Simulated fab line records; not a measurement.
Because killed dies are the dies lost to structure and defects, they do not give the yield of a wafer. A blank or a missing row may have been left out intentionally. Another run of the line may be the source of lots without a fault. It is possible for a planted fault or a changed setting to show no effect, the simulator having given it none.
Split-lot study | flow sfqLine | on a route of 325 steps: 5 lots, 27 wafers read

## ON THE SPLIT
At SFQ_TRILAYER_I7_VIA_BARC_OPEN_VIA_ETCH_260 (etches BARC in O2, target depth 125 nm, time 41.7 s), the setting timeS was moved away from the recipe's 41.7 s on 12 of the 27 wafers read, by -52.7% to +43.6%. This setting was run at the recipe's value on the other wafers.

The split's own step is where the reading is taken.

## THE READING
KrF_of_TRILAYER_I7_VIA_LITHO_COAT_187.thkNm (the simulator's own value, which no gauge read), in nm, at SFQ_TRILAYER_I7_VIA_BARC_OPEN_VIA_ETCH_260 (etches BARC in O2, target depth 125 nm, time 41.7 s). There is no usual value for it anywhere in the file. The 15 wafers here that ran the recipe average 572.9 nm, standard deviation 1.2 nm.

wafer  | tool, chamber at the split | timeS as run, s | against the recipe | KrF_of_TRILAYER_I7_VIA_LITHO_COAT_187.thkNm, nm | against lot-mates on the recipe
L074.4 | rieDiel-04, 1              | 41.7            | recipe             | 573.4                                           | -
L074.5 | rieDiel-04, 2              | 41.7            | recipe             | 573.8                                           | -
L074.6 | rieDiel-04, 0              | 41.7            | recipe             | 573                                             | -
L076.1 | rieDiel-04, 0              | 59.88           | +43.6%             | 551.4                                           | -22.6
L076.2 | rieDiel-04, 1              | 41.7            | recipe             | 574.4                                           | -
L076.3 | rieDiel-04, 2              | 59.88           | +43.6%             | 551.2                                           | -22.8
L076.4 | rieDiel-04, 3              | 59.88           | +43.6%             | 554                                             | -20.0
L076.5 | rieDiel-04, 1              | 41.7            | recipe             | 573.8                                           | -
L076.6 | rieDiel-04, 0              | 41.7            | recipe             | 573.7                                           | -
L078.1 | rieDiel-04, 0              | 41.7            | recipe             | 572                                             | -
L078.2 | rieDiel-04, 1              | 57.53           | +38.0%             | 551.9                                           | -20.7
L078.3 | rieDiel-04, 3              | 57.53           | +38.0%             | 555.6                                           | -17.0
L078.4 | rieDiel-04, 2              | 41.7            | recipe             | 572.5                                           | -
L078.5 | rieDiel-04, 2              | 41.7            | recipe             | 573.2                                           | -
L078.6 | rieDiel-04, 3              | 57.53           | +38.0%             | 554.9                                           | -17.7
L079.1 | rieDiel-04, 0              | 41.7            | recipe             | 573                                             | -
L079.2 | rieDiel-04, 3              | 19.73           | -52.7%             | 601.1                                           | +27.7
L079.3 | rieDiel-04, 2              | 19.73           | -52.7%             | 599.5                                           | +26.1
L079.4 | rieDiel-04, 3              | 19.73           | -52.7%             | 601.8                                           | +28.4
L079.5 | rieDiel-04, 2              | 41.7            | recipe             | 574.1                                           | -
L079.6 | rieDiel-04, 0              | 41.7            | recipe             | 573.1                                           | -
L084.1 | rieDiel-01, 1              | 23.08           | -44.7%             | 595.3                                           | +24.2
L084.2 | rieDiel-01, 3              | 41.7            | recipe             | 571.1                                           | -
L084.3 | rieDiel-01, 2              | 41.7            | recipe             | 569.4                                           | -
L084.4 | rieDiel-01, 0              | 23.08           | -44.7%             | 594.8                                           | +23.7
L084.5 | rieDiel-01, 1              | 41.7            | recipe             | 572.7                                           | -
L084.6 | rieDiel-01, 2              | 23.08           | -44.7%             | 593.2                                           | +22.1

FIT RESULTS
A straight line over all 27 wafers: KrF_of_TRILAYER_I7_VIA_LITHO_COAT_187.thkNm changes by -0.498 nm for each +1% of timeS; r = -1.00; the points scatter about the line by 1.4 nm.
The same after taking each lot's own level away (the mean of its wafers on the recipe; 27 wafers): -0.509 nm for each +1%; r = -1.00; scatter 1.1 nm.
According to that fit, moving timeS by its largest amount changes the reading by 27 nm.
The lots' own levels span 571.07 to 573.97 nm, that is 2.3 times the standard deviation above.
The two slopes agree, so the slope changes little with the lot-to-lot level.
Check: with one of the wafers moved furthest among these (-52.7%) left out of the fit, the line predicts +27 nm for it against its lot-mates. It came out at +27.7 nm against them.
Tool readings at the split's step, against how far the setting was moved: oesProductAu r = -0.90.

## FURTHER SPLITS ON THESE WAFERS
Before the reading, these wafers also passed through other splits. Each is held against what the fit with the lots' levels taken away leaves over:
other split on the same wafers                 | wafers away from the commonest value | r with KrF_of_TRILAYER_I7_VIA_LITHO_COAT_187.thkNm (lot level and that fit taken away)
SFQ_TRILAYER_JJ_TRILAYER_DEP_SPUTTER_112 timeS | 9                                    | -0.19
SFQ_TRILAYER_A5B_DEP_PECVD_129 timeS           | 9                                    | -0.13
SFQ_TRILAYER_C5_BARC_OPEN_VIA_ETCH_210 timeS   | 6                                    | -0.12
SFQ_TRILAYER_I6_DEP_PECVD_165 timeS            | 9                                    | -0.25

## THE WHOLE CHAIN: every reading that the file lists as answering this split, in the file's order
step                                       | what it does                                        | reading                                                                                      | change (the file's fit)                                                              | r (the file's)
SFQ_TRILAYER_I7_VIA_BARC_OPEN_VIA_ETCH_260 | etches BARC in O2, target depth 125 nm, time 41.7 s | oesProductAu                                                                                 | not straight: 0.985 at the lowest setting, 0.687 at the recipe, 0.650 at the highest | not given
SFQ_TRILAYER_I7_VIA_BARC_OPEN_VIA_ETCH_260 | etches BARC in O2, target depth 125 nm, time 41.7 s | KrF_of_TRILAYER_I7_VIA_LITHO_COAT_187.thkNm (the simulator's own value, which no gauge read) | -0.51 nm for each +1% of the setting                                                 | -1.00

## THE FILE'S OWN FIT
KrF_of_TRILAYER_I7_VIA_LITHO_COAT_187.thkNm changes by -0.51 nm for each +1% of timeS, r = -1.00.
